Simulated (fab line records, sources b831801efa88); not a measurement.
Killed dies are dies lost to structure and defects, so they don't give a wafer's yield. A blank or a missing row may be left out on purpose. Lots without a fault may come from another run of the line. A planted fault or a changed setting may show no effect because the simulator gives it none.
fab line records | flow sky130
record lots=6 wafers=18 last_day=49
route steps=708 shown CAP2M@604 PAD_OPEN@708
lots that met no fault: from a run of the same line without faults
start_h: hours from the record's first day to the start of the lot's first wafer shown | wait_h: hours since the lot's step before | " the same as in the row above | L1.1+2: a row that stands for several wafers | - no value, or no start given | * or withheld: withheld | < > ~ a bound
route shown NAME@n: a module of which the file shows steps, and the number in the route of the first | usual: mean/standard deviation of fault-free wafers | same: alike in all rows | chamber/n: place in a boat | sites: the reading at each site | _std_site: their standard deviation | _edge_site: outer sites' mean less inner sites' | radius_mm: how far each site lies from the wafer's centre | mask NAME#n: copy n | behind: the tool/chamber that last shaped the wafer | hold: why the lot was held/for how many hours/how that ended | device: the transistor (n, p or np) that didn't switch | end of line: the same wafers' tests at the end of the route | a step without rows: its recipe alone | killed: dies lost to structure and defects at the first sort, not the wafer's yield | map: a wafer's dies, x killed, . not, _ none there
set.NAME: the setting as run; set.NAME@STEP: as run at that earlier step | model.NAME: the simulator's own value behind a step, which no gauge read
lots at some steps of the route; a table a step, a row a wafer
services: from which hour (start_h, from the record's first day; less than 0 if before it) a tool's chamber was out of use, for how many hours, and why
## steps
# step SKY_CAP2M_THK_MEAS_01
# recipe reads=SiO2_of_CAP2M_CVD_00
# usual CAP2M_CVD_00_THK=15.49/0.25
# columns lot.wafer tool chamber start_h wait_h CAP2M_CVD_00_THK[nm]
L802.3 film_metro-02 - 926.64 - 15.32
L802.4 " - " " 15.72
L802.5 " - " " 15.64
L803.1 film_metro-01 - 940.75 - 15.47
L803.5 " - " " 15.59
L803.6 " - " " 15.83
L809.4 film_metro-04 - 985.89 - 15.92
L809.5 " - " " 15.91
L809.6 " - " " 15.41
L810.4 film_metro-01 - 991.65 - 15.50
L810.5 " - " " 15.41
L810.6 " - " " 15.55
L821.1 film_metro-02 - 1059.75 - 15.21
L821.4 " - " " 15.61
L821.6 " - " " 14.98
L822.1 film_metro-02 - 1067.46 - 15.56
L822.2 " - " " 15.66
L822.4 " - " " 15.35
# step SKY_CAP2M_SPUTTER_02
# recipe material=TiN target_thk_nm=200 temp_c=300 power_w=6500 time_s=166.7 chamber_pressure_pa=0.4
# usual chamber_pressure_pa=0.4001/0.0008 throttle_valve_pct=29.9/1.4
# columns lot.wafer tool chamber start_h wait_h chamber_pressure_pa throttle_valve_pct
L802.3 pvd_sputter-04 - 926.68 0.0 0.3999 27.3
L802.4 " - " " 0.3988 29.0
L802.5 " - " " 0.3986 30.0
L803.1 pvd_sputter-03 - 940.81 0.1 0.4003 29.8
L803.5 " - " " 0.3999 29.7
L803.6 " - " " 0.4005 32.3
L809.4 pvd_sputter-02 - 985.92 0.0 0.3989 29.9
L809.5 " - " " 0.3990 29.4
L809.6 " - " " 0.3995 30.0
L810.4 pvd_sputter-04 - 991.68 0.0 0.3996 29.3
L810.5 " - " " 0.4010 28.6
L810.6 " - " " 0.3994 29.4
L821.1 pvd_sputter-04 - 1059.81 0.1 0.4008 29.0
L821.4 " - " " 0.4016 27.6
L821.6 " - " " 0.4015 29.2
L822.1 pvd_sputter-04 - 1067.52 0.1 0.4009 29.8
L822.2 " - " " 0.4002 29.1
L822.4 " - " " 0.3989 28.9
# step SKY_CAP2M_RS_MEAS_03
# recipe thk_meas_gauge=four-point-probe reads=TiN_of_CAP2M_SPUTTER_02
# usual CAP2M_TIN_RS=6.91/0.12
# columns lot.wafer tool chamber start_h wait_h CAP2M_TIN_RS[ohm/sq]
L802.3 film_metro-04 - 926.83 0.1 6.96
L802.4 " - " " 6.89
L802.5 " - " " 6.89
L803.1 film_metro-02 - 940.91 0.1 6.87
L803.5 " - " " 6.83
L803.6 " - " " 6.88
L809.4 film_metro-01 - 986.09 0.1 6.91
L809.5 " - " " 6.85
L809.6 " - " " 6.95
L810.4 film_metro-02 - 991.85 0.1 6.77
L810.5 " - " " 6.75
L810.6 " - " " 6.74
L821.1 film_metro-04 - 1059.92 0.1 6.76
L821.4 " - " " 7.04
L821.6 " - " " 6.78
L822.1 film_metro-02 - 1067.63 0.1 6.78
L822.2 " - " " 6.81
L822.4 " - " " 6.84
# step SKY_CAP2M_THK_MEAS_04
# recipe thk_meas_gauge=xrf reads=TiN_of_CAP2M_SPUTTER_02
# usual CAP2M_TIN_THK=200/3.5
# columns lot.wafer tool chamber start_h wait_h CAP2M_TIN_THK[nm]
L802.3 film_metro-04 - 926.93 0.1 199
L802.4 " - " " 201
L802.5 " - " " 202
L803.1 film_metro-02 - 941.03 0.1 200
L803.5 " - " " 202
L803.6 " - " " 200
L809.4 film_metro-01 - 986.18 0.1 200
L809.5 " - " " 203
L809.6 " - " " 200
L810.4 film_metro-02 - 991.94 0.1 206
L810.5 " - " " 206
L810.6 " - " " 206
L821.1 film_metro-04 - 1060.04 0.1 204
L821.4 " - " " 197
L821.6 " - " " 203
L822.1 film_metro-02 - 1067.75 0.1 203
L822.2 " - " " 202
L822.4 " - " " 201
# step SKY_CAP2M_DEHYDRATE_05
# recipe temp_c=200 time_s=60
# step SKY_CAP2M_HMDS_06
# recipe prime_time_s=60 prime_temp_c=120
# step SKY_CAP2M_COAT_07
# recipe resist=NOVOLAK spin_rpm=3000 resist_thk_nm=1140
# step SKY_CAP2M_SOFTBAKE_08
# recipe temp_c=90 time_s=60 resist=NOVOLAK
# step SKY_CAP2M_EXPOSE_09
# recipe mask_id=CAP2M na=0.6 source_shape=conventional sigma_outer=0.6 polarization=unpolarized target_cd_nm=1000 dose_mj=159
# step SKY_CAP2M_PEB_10
# recipe temp_c=withheld time_s=* resist=NOVOLAK
# step SKY_CAP2M_DEVELOP_11
# recipe resist=NOVOLAK developer=TMAH develop_time_s=60 dev_temp_c=23
# step SKY_CAP2M_OVL_MEAS_12
# usual CAP2M_OVL=0.7/1.3
# columns lot.wafer tool chamber start_h wait_h CAP2M_OVL[nm]
L802.3 overlay-02 - 951.54 0.1 2.6
L802.4 " - " " 0.4
L802.5 " - " " 0.7
L803.1 overlay-01 - 964.48 0.1 -0.1
L803.5 " - " " 1.7
L803.6 " - " " 0.9
L809.4 overlay-02 - 1009.69 0.1 3.4
L809.5 " - " " 2.9
L809.6 " - " " 1.5
L810.4 overlay-01 - 1014.93 0.1 1.4
L810.5 " - " " 2.0
L810.6 " - " " 3.0
L821.1 overlay-02 - 1080.91 0.1 0.0
L821.4 " - " " 0.7
L821.6 " - " " 0.0
L822.1 overlay-02 - 1088.51 0.1 0.5
L822.2 " - " " -0.2
L822.4 " - " " 0.5
# step SKY_CAP2M_METAL_ETCH_13
# recipe target_depth_nm=220 stop_on=SiO2 chemistry=Cl2/BCl3 target=TiN pressure_mtorr=10 icp_w=900 bias_w=48.5 Cl2_flow_sccm=60 bcl3_flow_sccm=30 time_s=62.9
# usual chamber_pressure_mTorr=10.001/0.0092 drypump_motor_current_A=5.8/0.38 oes_product_au=0.941/0.01 throttle_valve_pct=21.900/0.0097
# columns lot.wafer tool chamber start_h wait_h chamber_pressure_mTorr drypump_motor_current_A oes_product_au rf_hours_counter_h throttle_valve_pct model.SiO2_of_CAP2M_CVD_00.thk_nm
L802.3 rie_metal-01 1 951.60 0.1 10.012 6.0 0.934 - 21.918 15.31
L802.4 " 0 " " 10.007 5.3 0.942 - 21.883 15.72
L802.5 " 1 " " 10.002 6.1 0.952 - 21.895 15.62
L803.1 rie_metal-02 0 964.51 0.0 9.996 5.9 0.947 12 21.898 15.44
L803.5 " 0 " " 9.989 5.9 0.955 - 21.894 15.59
L803.6 " 1 " " 9.983 5.3 0.946 - 21.889 15.84
L809.4 rie_metal-02 1 1009.74 0.0 12.002 5.3 0.940 - 21.896 15.62
L809.5 " 1 " " 11.988 5.3 0.948 - 21.891 15.68
L809.6 " 0 " " 9.995 5.9 0.930 - 21.909 15.46
L810.4 rie_metal-02 1 1014.97 0.0 11.991 5.3 0.958 - 21.892 15.28
L810.5 " 1 " " 12.001 5.3 0.956 - 21.888 15.15
L810.6 " 0 " " 10.010 5.9 0.953 - 21.881 15.62
L821.1 rie_metal-01 0 1080.95 0.0 9.997 5.4 0.952 19 21.905 15.2
L821.4 " 0 " " 9.995 5.3 0.930 - 21.905 15.59
L821.6 " 1 " " 9.987 6.0 0.955 - 21.880 15.02
L822.1 rie_metal-03 0 1088.55 0.0 10.011 6.4 0.950 18 21.890 15.56
L822.2 " 1 " " 9.988 6.2 0.945 7 21.909 15.65
L822.4 " 0 " " 10.003 6.4 0.948 - 21.887 15.28
# step SKY_CAP2M_STRIP_14
# recipe chemistry=O2/N2 power_w=1400 pressure_mtorr=1500 platen_temp_c=withheld o2_flow_sccm=3000 n2_flow_sccm=300 overash_fraction=0.5
# usual drypump_motor_current_A=5.5/0.72 oes_product_au=0.711/0.0047 strip_time_to_endpoint_s=12.67/0.055
# columns lot.wafer tool chamber start_h wait_h drypump_motor_current_A oes_product_au rf_hours_counter_h strip_time_to_endpoint_s
L802.3 plasma_asher-01 1 951.70 0.1 6.7 0.711 - 12.62
L802.4 " 0 " " 5.9 0.716 - 12.57
L802.5 " 0 " " 5.9 0.706 - 12.63
L803.1 plasma_asher-02 1 964.59 0.1 5.0 0.716 111 12.65
L803.5 " 0 " " 4.8 0.708 - 12.67
L803.6 " 1 " " 5.0 0.703 - 12.69
L809.4 plasma_asher-02 0 1009.82 0.1 4.8 0.717 - 12.71
L809.5 " 1 " " 5.0 0.709 - 12.66
L809.6 " 0 " " 4.8 0.708 - 12.68
L810.4 plasma_asher-01 0 1015.06 0.1 5.9 0.715 - 12.66
L810.5 " 1 " " 6.6 0.710 - 12.66
L810.6 " 0 " " 5.9 0.710 - 12.61
L821.1 plasma_asher-04 0 1081.03 0.1 6.4 0.711 85 12.67
L821.4 " 0 " " 6.4 0.715 - 12.68
L821.6 " 0 " " 6.4 0.714 - 12.64
L822.1 plasma_asher-02 1 1088.63 0.1 5.0 0.712 2 12.66
L822.2 " 0 " " 4.8 0.709 2 12.70
L822.4 " 0 " " 4.8 0.717 - 12.60
# step SKY_PAD_OPEN_PROBE_99
# usual defect_limited_yield=82.9/2.2 killed_at_M0_to_M3=42/7 killed_at_M4_up=2.8/1.8 killed_at_contacts=24/5.8 killed_at_front_end=15/4.8 killed_at_other=0.3/0.56 killed_dies=84/11 killed_open=46/7.8 killed_short=38/6.3 sort_bin_3_pad_short=0.8/0.43 sort_bin_5_function=10.2/1.6 sort_bin_6_memory=6.0/1.1 sort_n_pass=408/11 sort_yield_pct=82.9/2.2
# same gross_dies=492 killed_at_back_side=0 sort_bin_4_leakage[%]=0 sort_bin_8_speed[%]=0
# columns lot.wafer tool chamber start_h wait_h defect_limited_yield[%] killed_at_M0_to_M3 killed_at_M4_up killed_at_contacts killed_at_front_end killed_at_other killed_dies killed_open killed_short sort_bin_3_pad_short[%] sort_bin_5_function[%] sort_bin_6_memory[%] sort_n_pass sort_yield_pct[%]
L802.3 prober-01 - 1074.45 0.2 81.3 51 3 21 17 0 92 53 39 1.2 11.0 6.5 400 81.3
L802.4 prober-01 - 1074.50 0.2 86.8 33 0 18 13 1 65 36 29 0.6 8.1 4.5 427 86.8
L802.5 prober-01 - 1074.55 0.2 84.8 35 1 30 9 0 75 35 40 1.0 8.7 5.5 417 84.8
L803.1 prober-02 - 1084.14 0.1 83.1 41 1 27 14 0 83 44 39 0.2 11.2 5.5 409 83.1
L803.5 prober-02 - 1084.34 0.2 86.8 32 4 11 17 1 65 26 39 1.2 6.9 5.1 427 86.8
L803.6 prober-02 - 1084.39 0.2 87.0 29 2 20 12 1 64 36 28 0.4 8.9 3.7 428 87.0
L809.4 prober-02 - 1123.05 0.2 82.9 38 3 29 14 0 84 46 38 0.8 9.1 7.1 408 82.9
L809.5 prober-02 - 1123.10 0.2 84.6 46 0 24 6 0 76 50 26 1.2 7.5 6.7 416 84.6
L809.6 prober-02 - 1123.15 0.2 81.7 41 5 35 9 0 90 55 35 0.8 11.0 6.5 402 81.7
L810.4 prober-01 - 1127.20 0.2 81.1 50 1 23 19 0 93 50 43 0.8 12.6 5.5 399 81.1
L810.5 prober-01 - 1127.25 0.2 82.9 39 2 26 17 0 84 45 38 0.8 10.4 5.9 408 82.9
L810.6 prober-01 - 1127.30 0.2 87.8 32 3 16 9 0 60 30 30 0.4 7.9 3.9 432 87.8
L821.1 prober-02 - 1182.35 0.1 84.8 33 1 24 16 1 75 50 25 0.4 9.8 5.1 417 84.8
L821.4 prober-02 - 1182.50 0.2 82.9 44 0 22 18 0 84 49 35 1.2 7.9 7.9 408 82.9
L821.6 prober-02 - 1182.60 0.2 81.1 40 4 24 24 1 93 44 49 1.0 11.2 6.7 399 81.1
# killed by level:class
L802.3 VIA1:geometric_particle:open=14 VIA1:geometric_particle:short=8 METAL2:geometric_particle:short=8 VIA3:geometric_particle:open=7 LI_CONTACT:geometric_particle:open=6 FIELD_ISO:geometric_particle:short=5 LOCAL_INTERCONNECT:geometric_particle:short=5 CONTACT:geometric_particle:open=5
L802.4 VIA1:geometric_particle:open=9 VIA2:geometric_particle:open=6 FIELD_ISO:geometric_particle:short=5 LI_CONTACT:geometric_particle:open=5 CONTACT:geometric_particle:open=5 VIA1:geometric_particle:short=5 LOCAL_INTERCONNECT:geometric_particle:short=4 FIELD_ISO:geometric_particle:open=3
L802.5 LI_CONTACT:geometric_particle:open=9 METAL2:geometric_particle:short=9 CONTACT:geometric_particle:open=8 VIA1:geometric_particle:open=6 FIELD_ISO:geometric_particle:short=4 LI_CONTACT:geometric_particle:short=4 CONTACT:geometric_particle:short=4 VIA1:geometric_particle:short=4
L803.1 CONTACT:geometric_particle:open=11 METAL2:geometric_particle:short=10 VIA1:geometric_particle:open=8 LOCAL_INTERCONNECT:geometric_particle:short=6 VIA2:geometric_particle:open=6 LI_CONTACT:geometric_particle:open=4 CONTACT:geometric_particle:short=4 METAL3:geometric_particle:short=4
L803.5 METAL2:geometric_particle:short=6 VIA2:geometric_particle:open=6 FIELD_ISO:geometric_particle:short=5 METAL1:geometric_particle:short=4 FIELD_ISO:geometric_particle:open=3 POLY_GATE:geometric_particle:short=3 LI_CONTACT:geometric_particle:open=3 CONTACT:geometric_particle:open=3
L803.6 CONTACT:geometric_particle:open=6 VIA2:geometric_particle:open=6 VIA1:geometric_particle:open=6 CONTACT:geometric_particle:short=5 POLY_GATE:geometric_particle:open=3 LI_CONTACT:geometric_particle:open=3 VIA2:geometric_particle:short=3 LOCAL_INTERCONNECT:geometric_particle:short=3
L809.4 LI_CONTACT:geometric_particle:open=8 VIA2:geometric_particle:open=8 VIA1:geometric_particle:open=7 VIA1:geometric_particle:short=6 CONTACT:geometric_particle:short=6 LOCAL_INTERCONNECT:geometric_particle:short=5 CONTACT:geometric_particle:open=5 FIELD_ISO:geometric_particle:open=3
L809.5 VIA1:geometric_particle:open=15 CONTACT:geometric_particle:open=11 VIA3:geometric_particle:open=6 LI_CONTACT:geometric_particle:open=5 METAL2:geometric_particle:short=5 VIA2:geometric_particle:open=4 FIELD_ISO:geometric_particle:open=3 CONTACT:geometric_particle:short=3
L809.6 LI_CONTACT:geometric_particle:open=14 VIA3:geometric_particle:open=10 CONTACT:geometric_particle:open=9 VIA1:geometric_particle:open=9 METAL2:geometric_particle:short=8 FIELD_ISO:geometric_particle:short=4 LOCAL_INTERCONNECT:geometric_particle:short=4 CONTACT:geometric_particle:short=4
L810.4 LI_CONTACT:geometric_particle:open=11 VIA1:geometric_particle:open=10 VIA2:geometric_particle:open=8 VIA3:geometric_particle:open=7 VIA1:geometric_particle:short=6 POLY_GATE:geometric_particle:short=5 METAL2:geometric_particle:short=5 VIA3:geometric_particle:short=5
L810.5 CONTACT:geometric_particle:open=10 VIA1:geometric_particle:open=7 LI_CONTACT:geometric_particle:open=6 VIA3:geometric_particle:open=6 VIA2:geometric_particle:open=6 CONTACT:geometric_particle:short=5 VIA2:geometric_particle:short=5 FIELD_ISO:geometric_particle:short=4
L810.6 VIA1:geometric_particle:open=9 VIA2:geometric_particle:open=9 CONTACT:geometric_particle:short=6 LI_CONTACT:geometric_particle:open=4 POLY_GATE:geometric_particle:short=3 CONTACT:geometric_particle:open=3 VIA1:geometric_particle:short=3 VIA2:geometric_particle:short=3
L821.1 CONTACT:geometric_particle:open=10 VIA1:geometric_particle:open=8 LI_CONTACT:geometric_particle:open=7 FIELD_ISO:geometric_particle:open=5 METAL2:geometric_particle:short=5 VIA2:geometric_particle:open=5 POLY_GATE:geometric_particle:short=4 LI_CONTACT:geometric_particle:short=3
L821.4 VIA1:geometric_particle:open=11 VIA3:geometric_particle:open=10 LI_CONTACT:geometric_particle:open=8 CONTACT:geometric_particle:open=6 METAL2:geometric_particle:short=5 FIELD_ISO:geometric_particle:open=4 VIA1:geometric_particle:short=4 POLY_GATE:geometric_particle:open=4
L821.6 CONTACT:geometric_particle:open=9 CONTACT:geometric_particle:short=7 VIA2:geometric_particle:open=7 VIA3:geometric_particle:short=7 FIELD_ISO:geometric_particle:short=6 FIELD_ISO:geometric_particle:open=6 LI_CONTACT:geometric_particle:open=5 VIA1:geometric_particle:short=5
## services
# columns tool chamber start_h hours kind
pvd_sputter-03 1 926.15 - consumable_replace:kit
pvd_sputter-03 1 926.15 18.0 scheduled_down
pvd_sputter-03 1 926.15 18.0 vent_cycle
rie_metal-03 1 927.03 - clean
rie_metal-03 1 927.03 26.2 scheduled_down
rie_metal-03 1 927.03 26.2 vent_cycle
pvd_sputter-04 0 937.84 - consumable_replace:kit
pvd_sputter-04 0 937.84 18.0 scheduled_down
pvd_sputter-04 0 937.84 18.0 vent_cycle
pvd_sputter-04 - 938.80 2.7 repair
pvd_sputter-02 - 943.68 0.5 repair
plasma_asher-04 - 946.41 72.2 repair
rie_metal-01 - 967.93 4.3 pm
rie_metal-03 0 975.18 21.3 repair
rie_metal-03 - 1002.87 0.5 repair
rie_metal-03 - 1037.16 14.6 pm
plasma_asher-02 - 1055.25 9.0 pm
plasma_asher-02 0 1055.25 9.0 vent_cycle
plasma_asher-02 1 1055.25 9.0 vent_cycle
plasma_asher-02 0 1064.25 - clean
plasma_asher-02 1 1064.25 - clean
rie_metal-01 0 1064.66 3.6 repair
rie_metal-03 - 1070.57 1.8 repair
pvd_sputter-04 - 1080.14 4.7 repair
## key
first_sign step=SKY_CAP2M_METAL_ETCH_13 reading=chamber_pressure_mTorr direction=up sigmas=99+ usual=10.001 struck=11.995
effect none on later readings
model_effect step=SKY_CAP2M_METAL_ETCH_13 value=SiO2_of_CAP2M_CVD_00.thk_nm without=15.68 struck=15.43
met_at SKY_CAP2M_METAL_ETCH_13
struck_wafers L809.4,L809.5,L810.4,L810.5
onset_between 964.51 1009.74
fault kind=process_parameter_drift tool=rie_metal-02 chamber=1 onset_h=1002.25 steps=SKY_CAP2M_METAL_ETCH_13 channel=pressure_mtorr offset=2 shape=step end_h=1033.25 acts_in=these_recipes_only stated=10
